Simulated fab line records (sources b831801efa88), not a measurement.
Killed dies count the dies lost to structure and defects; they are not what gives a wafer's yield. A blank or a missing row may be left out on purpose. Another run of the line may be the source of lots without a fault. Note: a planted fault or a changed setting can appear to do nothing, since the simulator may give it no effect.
Check of tool commonality ; flow sky130 ; 33 wafers sampled across 11 lots

## THE REASON FOR OPENING IT
SKY_NWELL_RS_MEAS_29, reading NWELL_RS: flagged on 2 of 11 lots. Wafers without a fault read 625.1 ohm/sq, standard deviation 1.7.
Rule: a lot gets a flag if all its wafers with a number sit over 4 standard deviations from that mean, or if no wafer of it has a number. The other lots count as sound.

lot;measured;on;NWELL_RS (ohm/sq), wafer by wafer;flag
L427;day 5 06:56;film-metro-02;623.9 624.2 623.1;
L431;day 6 06:26;film-metro-02;626.1 626.3 624.2;
L433;day 6 19:39;film-metro-03;626.5 624.4 623.8;
L436;day 7 10:32;film-metro-01;635.9 637.2 636.7;FLAGGED
L438;day 7 23:32;film-metro-03;632.1 632.9 632.9;FLAGGED
L439;day 8 08:56;film-metro-03;624.8 627.1 626.5;
L445;day 9 20:46;film-metro-01;627.2 625.4 625.7;
L446;day 10 09:05;film-metro-03;625.0 623.3 625.0;
L448;day 10 15:35;film-metro-01;628.4 626.1 625.6;
L449;day 10 23:34;film-metro-01;626.4 626.2 627.8;
L450;day 11 04:14;film-metro-03;622.2 621.9 621.9;
Average over the flagged lots: 634.6 ohm/sq; offset from the usual +9.5 ohm/sq, equal to +6 standard deviations.

## EACH LOT AND THE TOOL IT RAN ON
The record keeps 1 process step preceding the reading, out of 708 steps on the route. Every cell lists first the tool, next ch and the chambers used by the sampled wafers, and last the start.
lot;flag;SKY_NWELL_IMPLANT_11
L427;;implanter-04 ch 0, day 4 11:58
L431;;implanter-03 ch 0, day 5 12:51
L433;;implanter-04 ch 0, day 6 00:31
L436;FLAGGED;implanter-04 ch 0, day 6 14:08
L438;FLAGGED;implanter-04 ch 0, day 7 02:50
L439;;implanter-02 ch 0, day 7 11:50
L445;;implanter-02 ch 0, day 8 22:34
L446;;implanter-02 ch 0, day 9 10:32
L448;;implanter-03 ch 0, day 9 17:53
L449;;implanter-02 ch 0, day 10 00:53
L450;;implanter-03 ch 0, day 10 05:11
These steps, and what they do:
- SKY_NWELL_IMPLANT_11
- SKY_NWELL_RS_MEAS_29: measures by four-point-probe.

## FLAGGED AGAINST TOTAL, ONE TOOL AT A TIME (gauges that did the reading follow at the end)
step;tool;lots run;flagged;share of the flagged lots;sound lots run after its first flagged lot
SKY_NWELL_IMPLANT_11;implanter-02;4;0;none;-
SKY_NWELL_IMPLANT_11;implanter-03;3;0;none;-
SKY_NWELL_IMPLANT_11;implanter-04;4;2;all;0
SKY_NWELL_RS_MEAS_29;film-metro-01;4;1;some;3 (L445,L448,L449)
SKY_NWELL_RS_MEAS_29;film-metro-02;2;0;none;-
SKY_NWELL_RS_MEAS_29;film-metro-03;5;1;some;3 (L439,L446,L450)

## WHAT IS ALLOWED BY THE TABLE
1 row of the table ran every flagged lot: implanter-04 at SKY_NWELL_IMPLANT_11.
- implanter-04 at SKY_NWELL_IMPLANT_11: 2 of its 4 lots flagged. Its last sound lot is L433 (day 6 00:31), its first flagged lot L436 (day 6 14:08): a fault that began between those two fits. Its own readings (beam-energy-keV) fall more than 4 standard deviations out on all wafers of the flagged lots.
implanter-04 at SKY_NWELL_IMPLANT_11 is the single tool remaining.

## WHAT HAD BEEN PUT IN BY THE SIMULATOR
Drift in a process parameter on implanter-04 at SKY_NWELL_IMPLANT_11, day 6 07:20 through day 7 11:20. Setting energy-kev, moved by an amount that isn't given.
Shown lots that were struck: L436, L438. The rule above reached the same finding.
